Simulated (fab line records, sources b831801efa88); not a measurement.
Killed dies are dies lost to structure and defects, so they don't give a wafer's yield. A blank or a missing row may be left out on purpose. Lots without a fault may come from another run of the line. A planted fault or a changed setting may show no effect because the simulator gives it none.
fab line records | flow sky130
record lots=14 wafers=42 last_day=50
route steps=708 shown VIA3@596 METAL4@632 VIA4@658
lots that met no fault: from a run of the same line without faults
start_h: hours from the record's first day to the start of the lot's first wafer shown | wait_h: hours since the lot's step before | " the same as in the row above | L1.1+2: a row that stands for several wafers | - no value, or no start given | * or withheld: withheld | < > ~ a bound
route shown NAME@n: a module of which the file shows steps, and the number in the route of the first | usual: mean/standard deviation of fault-free wafers | same: alike in all rows | chamber/n: place in a boat | sites: the reading at each site | _std_site: their standard deviation | _edge_site: outer sites' mean less inner sites' | radius_mm: how far each site lies from the wafer's centre | mask NAME#n: copy n | behind: the tool/chamber that last shaped the wafer | hold: why the lot was held/for how many hours/how that ended | device: the transistor (n, p or np) that didn't switch | end of line: the same wafers' tests at the end of the route | a step without rows: its recipe alone | killed: dies lost to structure and defects at the first sort, not the wafer's yield | map: a wafer's dies, x killed, . not, _ none there
set.NAME: the setting as run; set.NAME@STEP: as run at that earlier step | model.NAME: the simulator's own value behind a step, which no gauge read
steps of the route over a sample of lots; a table a step, a row a wafer
services: from which hour (start_h, from the record's first day; less than 0 if before it) a tool's chamber was out of use, for how many hours, and why
## steps
# step SKY_VIA3_THK_MEAS_23
# recipe thk_meas_gauge=xrf reads=W_of_VIA3_CVD_21
# usual VIA3_W_THK=395/5.7
# columns lot.wafer tool chamber start_h wait_h VIA3_W_THK[nm]
L338.2 film_metro-01 - 959.97 0.1 393
L338.4 " - " " 393
L338.5 " - " " 396
L337.1 film_metro-04 - 961.39 0.1 392
L337.4 " - " " 388
L337.6 " - " " 395
L339.2 film_metro-03 - 964.98 0.1 389
L339.3 " - " " 389
L339.5 " - " " 393
L340.2 film_metro-04 - 966.56 0.1 386
L340.4 " - " " 392
L340.5 " - " " 390
L341.1 film_metro-01 - 973.22 0.1 395
L341.2 " - " " 401
L341.3 " - " " 398
L342.2 film_metro-03 - 982.62 0.1 389
L342.4 " - " " 388
L342.6 " - " " 389
L343.2 film_metro-01 - 992.19 0.1 395
L343.3 " - " " 391
L343.6 " - " " 388
L345.1 film_metro-01 - 994.32 0.1 407
L345.3 " - " " 390
L345.6 " - " " 406
L344.2 film_metro-03 - 994.82 0.1 401
L344.3 " - " " 395
L344.6 " - " " 400
L346.2 film_metro-04 - 1003.17 0.1 397
L346.3 " - " " 397
L346.4 " - " " 394
L347.1 film_metro-04 - 1012.81 0.1 396
L347.2 " - " " 411
L347.5 " - " " 408
L356.2 film_metro-01 - 1064.43 0.1 396
L356.5 " - " " 395
L356.6 " - " " 392
L357.1 film_metro-03 - 1071.97 0.1 391
L357.2 " - " " 405
L357.4 " - " " 406
L359.2 film_metro-03 - 1087.62 0.1 394
L359.4 " - " " 395
L359.6 " - " " 392
# step SKY_METAL4_ETCH_16
# recipe chemistry=N2/H2 target=BARC ion_energy_ev=200 bias_w=100 pressure_mtorr=30 n2_flow_sccm=100 h2_flow_sccm=200 icp_w=500 stop_on=SiO2 time_s=88.2 target_depth_a=600
# usual drypump_motor_current_A=5.72/0.3 oes_product_au=0.627/0.0043 rf_fwd_power_W=495.9/2 throttle_valve_pct=13.205/0.0084
# columns lot.wafer tool chamber start_h wait_h drypump_motor_current_A oes_product_au rf_fwd_power_W rf_hours_counter_h throttle_valve_pct
L338.2 rie_metal-01 1 1007.12 0.0 6.04 0.628 493.3 16 13.207
L338.4 " 0 " " 5.49 0.619 494.4 - 13.216
L338.5 " 1 " " 6.05 0.632 495.5 - 13.213
L337.1 rie_metal-01 0 1009.88 0.0 5.48 0.624 497.3 7 13.189
L337.4 " 0 " " 5.45 0.627 497.7 - 13.205
L337.6 " 0 " " 5.48 0.625 497.1 - 13.198
L339.2 rie_metal-02 0 1013.67 0.0 6.30 0.622 497.3 11 13.209
L339.3 " 0 " " 6.32 0.628 497.0 - 13.207
L339.5 " 1 " " 5.57 0.628 498.7 - 13.215
L340.2 rie_metal-02 1 1015.55 0.0 5.59 0.627 497.4 5 13.211
L340.4 " 0 " " 6.31 0.623 497.5 - 13.200
L340.5 " 0 " " 6.32 0.628 497.2 - 13.215
L341.1 rie_metal-02 1 1022.83 0.0 5.57 0.627 497.4 5 13.206
L341.2 " 0 " " 6.31 0.630 496.9 12 13.206
L341.3 " 0 " " 6.33 0.630 498.5 - 13.203
L342.2 rie_metal-03 1 1029.82 0.0 5.51 0.625 496.3 12 13.214
L342.4 " 1 " " 5.49 0.628 497.2 - 13.203
L342.6 " 0 " " 5.70 0.623 493.5 - 13.205
L343.2 rie_metal-03 1 1041.53 0.0 5.49 0.630 495.7 13 13.216
L343.3 " 0 " " 5.68 0.634 493.7 - 13.211
L343.6 " 1 " " 5.49 0.624 495.6 - 13.201
L345.1 rie_metal-03 1 1043.15 0.0 5.48 0.623 496.3 13 13.210
L345.3 " 0 " " 5.72 0.634 492.6 - 13.205
L345.6 " 1 " " 5.48 0.637 497.0 - 13.197
L344.2 rie_metal-03 0 1043.38 0.0 5.72 0.628 492.2 13 13.214
L344.3 " 0 " " 5.70 0.621 493.3 - 13.209
L344.6 " 0 " " 5.69 0.625 492.6 - 13.190
L346.2 rie_metal-03 1 1051.37 0.0 5.49 0.626 497.5 13 13.208
L346.3 " 0 " " 5.71 0.623 494.4 - 13.195
L346.4 " 1 " " 5.47 0.627 498.1 - 13.201
L347.1 rie_metal-03 0 1059.65 0.0 5.70 0.631 491.9 14 13.203
L347.2 " 1 " " 5.48 0.619 492.9 14 13.210
L347.5 " 0 " " 5.74 0.624 493.3 - 13.217
L356.2 rie_metal-01 0 1107.37 0.0 5.48 0.634 497.9 14 13.196
L356.5 " 0 " " 5.47 0.627 497.7 - 13.208
L356.6 " 1 " " 6.03 0.631 495.2 - 13.210
L357.1 rie_metal-01 1 1115.42 0.0 6.03 0.627 492.0 24 13.205
L357.2 " 0 " " 5.48 0.627 494.9 14 13.200
L357.4 " 1 " " 6.04 0.628 498.0 - 13.215
L359.2 rie_metal-03 1 1129.93 0.0 5.47 0.623 496.4 21 13.229
L359.4 " 1 " " 5.50 0.631 494.2 - 13.189
L359.6 " 1 " " 5.48 0.629 497.6 - 13.199
# step SKY_METAL4_METAL_ETCH_18
# recipe target_depth_a=8450 stop_on=SiO2 over_etch_frac=0.3 time_s=183.1 chemistry=Cl2/BCl3 resist_sidewall_deg=88 pressure_mtorr=10 icp_w=900 bias_w=48.5 Cl2_flow_sccm=60 bcl3_flow_sccm=30
# usual bcl3_flow_sccm=29.99/0.09 drypump_motor_current_A=5.8/0.34 oes_product_au=0.865/0.0066 rf_fwd_power_W=896.3/3 throttle_valve_pct=22.265/0.0088
# columns lot.wafer tool chamber start_h wait_h bcl3_flow_sccm drypump_motor_current_A oes_product_au rf_fwd_power_W rf_hours_counter_h throttle_valve_pct
L338.2 rie_metal-02 0 1007.24 0.0 29.86 6.3 0.872 897.8 10 22.268
L338.4 " 1 " " 30.01 5.6 0.861 896.1 - 22.283
L338.5 " 0 " " 29.91 6.3 0.869 898.8 - 22.262
L337.1 rie_metal-02 0 1010.00 0.0 29.94 6.3 0.863 894.3 11 22.254
L337.4 " 1 " " 30.11 5.5 0.870 897.6 - 22.256
L337.6 " 0 " " 30.11 6.3 0.867 896.2 - 22.260
L339.2 rie_metal-01 1 1013.79 0.0 30.06 6.0 0.876 893.0 17 22.255
L339.3 " 1 " " 30.05 6.1 0.882 896.9 - 22.269
L339.5 " 0 " " 30.05 5.5 0.869 891.9 - 22.272
L340.2 rie_metal-01 1 1015.67 0.0 30.10 6.0 0.862 898.1 17 22.260
L340.4 " 1 " " 30.17 6.0 0.864 899.0 - 22.249
L340.5 " 0 " " 30.17 5.5 0.870 890.3 - 22.262
L341.1 rie_metal-01 1 1022.95 0.0 30.08 6.0 0.868 893.9 18 22.246
L341.2 " 0 " " 29.88 5.5 0.862 893.3 8 22.282
L341.3 " 1 " " 30.00 6.0 0.860 898.6 - 22.277
L342.2 rie_metal-02 1 1029.94 0.0 29.83 5.6 0.858 896.8 5 22.260
L342.4 " 0 " " 29.91 6.3 0.859 899.0 - 22.265
L342.6 " 1 " " 29.80 5.6 0.868 898.5 - 22.249
L343.2 rie_metal-01 0 1041.65 0.0 30.03 5.5 0.859 899.3 8 22.265
L343.3 " 1 " " 29.92 6.0 0.859 897.2 - 22.270
L343.6 " 0 " " 30.00 5.5 0.869 898.6 - 22.266
L345.1 rie_metal-02 0 1043.27 0.0 29.97 6.3 0.858 897.1 12 22.274
L345.3 " 0 " " 29.95 6.3 0.857 897.8 - 22.269
L345.6 " 0 " " 30.10 6.3 0.852 892.7 - 22.269
L344.2 rie_metal-02 0 1043.50 0.0 29.91 6.3 0.871 898.5 13 22.276
L344.3 " 0 " " 30.04 6.3 0.868 896.5 - 22.254
L344.6 " 1 " " 30.03 5.5 0.871 895.7 - 22.264
L346.2 rie_metal-01 0 1051.49 0.0 30.03 5.5 0.862 897.3 10 22.253
L346.3 " 1 " " 29.91 6.0 0.878 897.3 - 22.283
L346.4 " 0 " " 30.07 5.5 0.868 892.3 - 22.266
L347.1 rie_metal-02 0 1059.77 0.0 29.92 6.3 0.864 890.2 14 22.264
L347.2 " 1 " " 29.93 5.6 0.867 896.5 7 22.263
L347.5 " 0 " " 29.89 6.3 0.863 894.3 - 22.256
L356.2 rie_metal-02 1 1107.49 0.0 29.95 5.5 0.878 894.9 11 22.258
L356.5 " 1 " " 29.92 5.6 0.877 898.2 - 22.282
L356.6 " 0 " " 29.90 6.3 0.858 753.9 - 22.285
L357.1 rie_metal-02 1 1115.54 0.0 29.91 5.6 0.862 901.4 11 22.268
L357.2 " 0 " " 30.12 6.3 0.862 756.4 18 22.258
L357.4 " 1 " " 30.09 5.6 0.876 901.6 - 22.267
L359.2 rie_metal-01 0 1130.05 0.0 29.94 5.5 0.870 895.2 15 22.271
L359.4 " 0 " " 29.91 5.5 0.861 897.9 - 22.264
L359.6 " 1 " " 30.15 6.0 0.863 896.4 - 22.257
# step SKY_METAL4_STRIP_19
# recipe chemistry=O2/N2 power_w=1400 pressure_mtorr=1500 platen_temp_c=withheld o2_flow_sccm=3000 n2_flow_sccm=300 overash_fraction=0.5
# usual drypump_motor_current_A=5.7/0.31 oes_product_au=0.504/0.0058 strip_time_to_endpoint_s=6.56/0.097
# columns lot.wafer tool chamber start_h wait_h drypump_motor_current_A oes_product_au rf_hours_counter_h strip_time_to_endpoint_s
L338.2 plasma_asher-01 0 1007.42 0.1 5.2 0.501 28 6.60
L338.4 " 1 " " 5.7 0.511 - 6.50
L338.5 " 1 " " 5.7 0.499 - 6.49
L337.1 plasma_asher-01 1 1010.18 0.1 5.7 0.496 28 6.43
L337.4 " 0 " " 5.2 0.498 - 6.37
L337.6 " 0 " " 5.2 0.505 - 6.49
L339.2 plasma_asher-01 1 1013.97 0.1 5.7 0.515 29 6.68
L339.3 " 1 " " 5.7 0.511 - 6.77
L339.5 " 1 " " 5.7 0.501 - 6.46
L340.2 plasma_asher-03 1 1015.85 0.1 5.7 0.505 57 6.70
L340.4 " 1 " " 5.7 0.508 - 6.74
L340.5 " 1 " " 5.6 0.503 - 6.41
L341.1 plasma_asher-04 0 1023.13 0.1 5.9 0.506 94 6.74
L341.2 " 1 " " 6.3 0.495 94 6.51
L341.3 " 0 " " 5.9 0.517 - 6.76
L342.2 plasma_asher-03 0 1030.12 0.1 5.6 0.493 59 6.53
L342.4 " 1 " " 5.7 0.507 - 6.59
L342.6 " 0 " " 5.6 0.501 - 6.47
L343.2 plasma_asher-03 1 1041.83 0.1 5.7 0.495 60 6.41
L343.3 " 0 " " 5.6 0.510 - 6.69
L343.6 " 1 " " 5.7 0.495 - 6.43
L345.1 plasma_asher-03 1 1043.45 0.1 5.7 0.507 60 6.58
L345.3 " 1 " " 5.7 0.515 - 6.64
L345.6 " 1 " " 5.7 0.507 - 6.64
L344.2 plasma_asher-01 1 1043.68 0.1 5.7 0.507 31 6.61
L344.3 " 0 " " 5.2 0.499 - 6.55
L344.6 " 1 " " 5.7 0.501 - 6.47
L346.2 plasma_asher-03 1 1051.67 0.1 5.7 0.499 61 6.38
L346.3 " 1 " " 5.6 0.505 - 6.62
L346.4 " 0 " " 5.6 0.494 - 6.41
L347.1 plasma_asher-04 0 1059.95 0.1 5.9 0.505 98 6.63
L347.2 " 1 " " 6.3 0.501 98 6.53
L347.5 " 0 " " 5.9 0.502 - 6.54
L356.2 plasma_asher-03 1 1107.67 0.1 5.7 0.508 68 6.56
L356.5 " 1 " " 5.7 0.504 - 6.57
L356.6 " 0 " " 5.6 0.541 - 7.37
L357.1 plasma_asher-03 0 1115.72 0.1 5.6 0.507 69 6.56
L357.2 " 1 " " 5.6 0.533 69 7.28
L357.4 " 0 " " 5.6 0.497 - 6.49
L359.2 plasma_asher-04 0 1130.23 0.1 5.9 0.496 106 6.44
L359.4 " 0 " " 6.0 0.490 - 6.37
L359.6 " 1 " " 6.3 0.504 - 6.69
# step SKY_VIA4_RS_MEAS_19
# recipe thk_meas_gauge=four-point-probe reads=W_of_VIA4_CVD_18+TiN_of_VIA4_SPUTTER_17
# usual VIA4_W_RS=0.234/0.0036
# columns lot.wafer tool chamber start_h wait_h VIA4_W_RS[ohm/sq]
L338.2 film_metro-02 - 1032.49 0.1 0.234
L338.4 " - " " 0.235
L338.5 " - " " 0.236
L337.1 film_metro-04 - 1035.61 0.1 0.237
L337.4 " - " " 0.232
L337.6 " - " " 0.233
L339.2 film_metro-03 - 1039.83 0.1 0.238
L339.3 " - " " 0.234
L339.5 " - " " 0.233
L340.2 film_metro-02 - 1041.09 0.1 0.232
L340.4 " - " " 0.228
L340.5 " - " " 0.233
L341.1 film_metro-04 - 1048.16 0.1 0.239
L341.2 " - " " 0.234
L341.3 " - " " 0.241
L342.2 film_metro-04 - 1054.41 0.1 0.236
L342.4 " - " " 0.238
L342.6 " - " " 0.229
L343.2 film_metro-04 - 1066.36 0.1 0.238
L343.3 " - " " 0.237
L343.6 " - " " 0.235
L344.2 film_metro-02 - 1067.51 0.1 0.237
L344.3 " - " " 0.234
L344.6 " - " " 0.238
L345.1 film_metro-04 - 1067.52 0.1 0.226
L345.3 " - " " 0.230
L345.6 " - " " 0.226
L346.2 film_metro-02 - 1075.31 0.1 0.232
L346.3 " - " " 0.234
L346.4 " - " " 0.226
L347.1 film_metro-03 - 1083.00 0.1 0.229
L347.2 " - " " 0.236
L347.5 " - " " 0.231
L356.2 film_metro-04 - 1130.39 0.2 0.237
L356.5 " - " " 0.237
L356.6 " - " " 0.240
L357.1 film_metro-02 - 1138.10 0.1 0.233
L357.2 " - " " 0.228
L357.4 " - " " 0.233
L359.2 film_metro-02 - 1151.45 0.1 0.227
L359.4 " - " " 0.230
L359.6 " - " " 0.230
## services
# columns tool chamber start_h hours kind
rie_metal-03 0 985.53 15.9 repair
plasma_asher-03 - 1007.40 7.1 repair
rie_metal-01 - 1013.49 0.2 repair
plasma_asher-01 - 1022.59 12.5 repair
rie_metal-01 1 1042.50 7.6 repair
plasma_asher-01 - 1047.77 25.3 repair
plasma_asher-04 - 1053.68 0.5 repair
plasma_asher-04 - 1069.11 1.4 repair
rie_metal-01 - 1074.77 0.6 repair
rie_metal-03 0 1093.79 5.3 repair
rie_metal-03 1 1117.79 3.1 repair
rie_metal-02 - 1127.77 2.8 pm
## key
first_sign step=SKY_METAL4_METAL_ETCH_18 reading=rf_fwd_power_W direction=down sigmas=47 usual=896.3 struck=755.2
effect step=SKY_METAL4_STRIP_19 reading=strip_time_to_endpoint_s direction=up sigmas=7.9 usual=* struck=*
met_at SKY_METAL4_METAL_ETCH_18
struck_lots L356,L357
struck_wafers L356.6,L357.2
sort_left_out L356.6
not_acting_at SKY_VIA3_THK_MEAS_23,SKY_METAL4_ETCH_16,SKY_VIA4_RS_MEAS_19
onset_between 1059.77 1107.49
fault kind=process_parameter_drift tool=rie_metal-02 chamber=0 onset_h=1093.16 steps=SKY_METAL4_METAL_ETCH_18 channel=icp_w offset=-144 shape=step end_h=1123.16 acts_in=these_recipes_only stated=900
# sort_left_out: the simulated sort isn't trusted on such a fault, so these wafers' sort isn't shown, and their yield isn't known
